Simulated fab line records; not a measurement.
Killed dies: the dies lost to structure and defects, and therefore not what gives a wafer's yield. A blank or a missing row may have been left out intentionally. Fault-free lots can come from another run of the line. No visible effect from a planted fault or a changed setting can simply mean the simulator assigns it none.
What tool caused it? | flow sky130 | 33 wafers from 11 lots sampled at 5 of the route's 708 steps

== WHAT THE GAUGES READ, wafer by wafer ==
SKY_VT_ADJUST_LVTN_TW_MEAS_10.
lot  | measured     | on           | VT_ADJUST_LVTN_TW
L172 | day 6 20:43  | filmMetro-02 | 242.1 241.1 243.5
L173 | day 6 22:54  | filmMetro-02 | 242.6 241.4 241.2
L176 | day 7 19:00  | filmMetro-02 | 240.7 240.0 241.0
L180 | day 9 15:42  | filmMetro-03 | 245.2 244.6 244.7
L182 | day 9 18:28  | filmMetro-03 | 244.8 245.8 246.1
L181 | day 9 19:00  | filmMetro-02 | 241.7 242.8 241.2
L189 | day 11 12:21 | filmMetro-02 | 242.3 242.6 242.8
L190 | day 11 22:04 | filmMetro-02 | 243.8 242.2 243.7
L191 | day 12 05:24 | filmMetro-02 | 243.4 243.7 244.0
L194 | day 12 21:00 | filmMetro-03 | 243.8 247.0 244.0
L195 | day 13 04:49 | filmMetro-04 | 236.7 238.0 238.2

SKY_SONOS_ONO_THK_MEAS_01.
lot  | measured     | on           | SONOS_ONO_OXIDATION_THK (nm)
L172 | day 11 09:47 | filmMetro-03 | 2.58 2.62 2.65
L173 | day 11 13:39 | filmMetro-01 | 2.64 2.65 2.64
L176 | day 12 11:45 | filmMetro-01 | 2.58 2.48 2.48
L180 | day 14 18:27 | filmMetro-04 | 3.17 3.24 3.19
L182 | day 14 23:27 | filmMetro-01 | 3.15 3.13 3.11
L181 | day 14 23:26 | filmMetro-03 | 3.14 3.15 3.19
L189 | day 17 02:01 | filmMetro-04 | 2.63 2.69 2.64
L190 | day 17 16:22 | filmMetro-03 | 2.53 2.49 2.59
L191 | day 17 22:34 | filmMetro-03 | 2.63 2.59 2.60
L194 | day 18 16:12 | filmMetro-04 | 2.59 2.59 2.57
L195 | day 19 01:59 | filmMetro-04 | 2.56 2.63 2.55

SKY_SONOS_ONO_THK_MEAS_05.
lot  | measured     | on           | SONOS_ONO_CVD_04_THK (nm)
L172 | day 11 12:13 | filmMetro-01 | 5.55 5.56 5.63
L173 | day 11 17:52 | filmMetro-03 | 5.62 5.61 5.65
L176 | day 12 14:31 | filmMetro-04 | 5.79 5.67 5.65
L180 | day 14 22:32 | filmMetro-03 | 5.76 5.74 5.79
L182 | day 15 02:44 | filmMetro-03 | 5.82 5.80 5.80
L181 | day 15 02:43 | filmMetro-04 | 5.93 5.83 5.86
L189 | day 17 04:26 | filmMetro-03 | 5.76 5.73 5.80
L190 | day 17 20:10 | filmMetro-01 | 5.71 5.76 5.61
L191 | day 18 01:37 | filmMetro-03 | 5.61 5.78 5.67
L194 | day 18 18:37 | filmMetro-01 | 5.56 5.71 5.57
L195 | day 19 05:50 | filmMetro-03 | 5.51 5.70 5.61

== WHAT TOOL EACH LOT RAN ON (gives the tool, then ch and the chambers of the sampled wafers, and finally the start) ==
lot  | SKY_VT_ADJUST_NCORE_STRIP_10        | SKY_SONOS_ONO_OXIDATION_00
L172 | plasmaAsher-01 ch 0,1, day 8 12:55  | furnace-01 ch 0, day 11 08:26
L173 | plasmaAsher-01 ch 0,1, day 8 15:04  | furnace-02 ch 0, day 11 12:18
L176 | plasmaAsher-03 ch 0,1, day 9 11:37  | furnace-01 ch 0, day 12 10:24
L180 | plasmaAsher-01 ch 0,1, day 11 13:34 | furnace-01 ch 0, day 14 17:06
L182 | plasmaAsher-02 ch 0,1, day 11 16:16 | furnace-01 ch 0, day 14 22:05
L181 | plasmaAsher-01 ch 0,1, day 11 17:10 | furnace-01 ch 0, day 14 22:05
L189 | plasmaAsher-02 ch 0,1, day 13 12:19 | furnace-02 ch 0, day 17 00:41
L190 | plasmaAsher-03 ch 0,1, day 14 00:46 | furnace-01 ch 0, day 17 15:00
L191 | plasmaAsher-01 ch 0,1, day 14 07:34 | furnace-02 ch 0, day 17 21:13
L194 | plasmaAsher-03 ch 0,1, day 15 00:13 | furnace-02 ch 0, day 18 14:51
L195 | plasmaAsher-02 ch 0,1, day 15 09:16 | furnace-01 ch 0, day 19 00:37
- SKY_VT_ADJUST_NCORE_STRIP_10: strips in O2/N2.
- SKY_SONOS_ONO_OXIDATION_00: stabilise 600 s, purge 300 s, target thk 2.6 nm.

== WHAT THE TOOLS THEMSELVES READ (means of the sampled wafers that have a number; where no wafer has one, the mark that the record gives instead) ==
SKY_VT_ADJUST_NCORE_STRIP_10.
lot  | tool           | drypumpMotorCurrentA (A) | n2FlowSccm (sccm) | oesProductAu (a.u.) | stripTimeToEndpointS (s)
L172 | plasmaAsher-01 | 5.82                     | 300.3             | 0.717               | 14.11
L173 | plasmaAsher-01 | 5.81                     | 300.1             | 0.717               | 14.16
L176 | plasmaAsher-03 | 5.69                     | 299.3             | 0.716               | 14.17
L180 | plasmaAsher-01 | 5.82                     | 300.2             | 0.713               | 14.20
L182 | plasmaAsher-02 | 5.55                     | 301.0             | 0.711               | 14.21
L181 | plasmaAsher-01 | 5.62                     | 300.5             | 0.716               | 14.16
L189 | plasmaAsher-02 | 5.65                     | 300.7             | 0.717               | 14.12
L190 | plasmaAsher-03 | 5.87                     | 299.8             | 0.718               | 14.11
L191 | plasmaAsher-01 | 5.63                     | 299.8             | 0.713               | 14.20
L194 | plasmaAsher-03 | 5.70                     | 299.2             | 0.712               | 14.14
L195 | plasmaAsher-02 | 5.55                     | 300.1             | 0.713               | 14.18

SKY_SONOS_ONO_OXIDATION_00.
lot  | tool       | spikeTcBottomC (C) | spikeTcCentreC (C) | spikeTcLowerC (C) | spikeTcTopC (C) | spikeTcUpperC (C) | tubeCenterTempC (C) | tube_center_temp_C_max | zonePowerCentrePct (%)
L172 | furnace-01 | 823.7              | 799.9              | 800.2             | 815.7           | 798.8             | 799.98              | 802.2                  | 14.43
L173 | furnace-02 | 823.3              | 802.3              | 799.3             | 813.8           | 802.9             | 800.05              | 802.1                  | 14.47
L176 | furnace-01 | 823.9              | 799.8              | 799.4             | 814.6           | 798.8             | 800.06              | 801.7                  | 14.42
L180 | furnace-01 | 840.7              | 815.9              | 816.8             | 831.4           | 813.9             | 815.84              | 817.9                  | 15.13
L182 | furnace-01 | 840.5              | 816.0              | 816.6             | 832.0           | 814.5             | 815.89              | 818.1                  | 14.89
L181 | furnace-01 | 840.3              | 816.3              | 816.2             | 832.1           | 814.9             | 815.86              | 818.1                  | 14.97
L189 | furnace-02 | 822.6              | 803.2              | 800.3             | 814.0           | 801.9             | 800.03              | 802.0                  | 14.38
L190 | furnace-01 | 825.3              | 799.5              | 800.3             | 815.8           | 798.3             | 800.09              | 802.2                  | 14.30
L191 | furnace-02 | 822.4              | 803.7              | 799.1             | 814.9           | 801.8             | 800.01              | 801.9                  | 14.31
L194 | furnace-02 | 823.0              | 801.3              | 799.6             | 814.1           | 802.6             | 800.08              | 802.0                  | 14.32
L195 | furnace-01 | 824.1              | 799.1              | 800.3             | 815.7           | 798.5             | 800.03              | 801.8                  | 14.37

== THE ANSWER, worked out from the rows above alone ==
Rule: the lots themselves supply what counts as usual. The widest of any qualifying gaps counts: lots, ordered by their means at a reading, are off when they make up no more than a third of the lots, leave a main group of 4 or more, and stand apart from it by 3 or more times the standard deviation of that group's means. Not used: any main group whose means are identical at the precision the tables above print for the reading. Also off: a lot with no number at a reading for which 4 or more lots have one. The other lots that the step has rows for count as sound. The gauges are gone through in route order, then the tools' own readings, and for those a lot's mean is taken as printed above. The first step at which some lot is off is used, and at that step the reading that is off furthest; a lot without a number counts as furthest.
Off: at SKY_SONOS_ONO_THK_MEAS_01 (SONOS_ONO_OXIDATION_THK), L180, L182, L181. The main group has a mean of 2.59 nm with a standard deviation of 0.046.
If a tool, at a process step before that reading, ran all the lots that are off and no sound lot after the first of them, it fits. Not tried: the gauges at SKY_SONOS_ONO_THK_MEAS_01; whatever is off there is also off at SKY_SONOS_ONO_OXIDATION_00, on other tools, and gauge error can't account for it. None of those tried fits.

== WHAT WAS PUT IN BY THE SIMULATOR ==
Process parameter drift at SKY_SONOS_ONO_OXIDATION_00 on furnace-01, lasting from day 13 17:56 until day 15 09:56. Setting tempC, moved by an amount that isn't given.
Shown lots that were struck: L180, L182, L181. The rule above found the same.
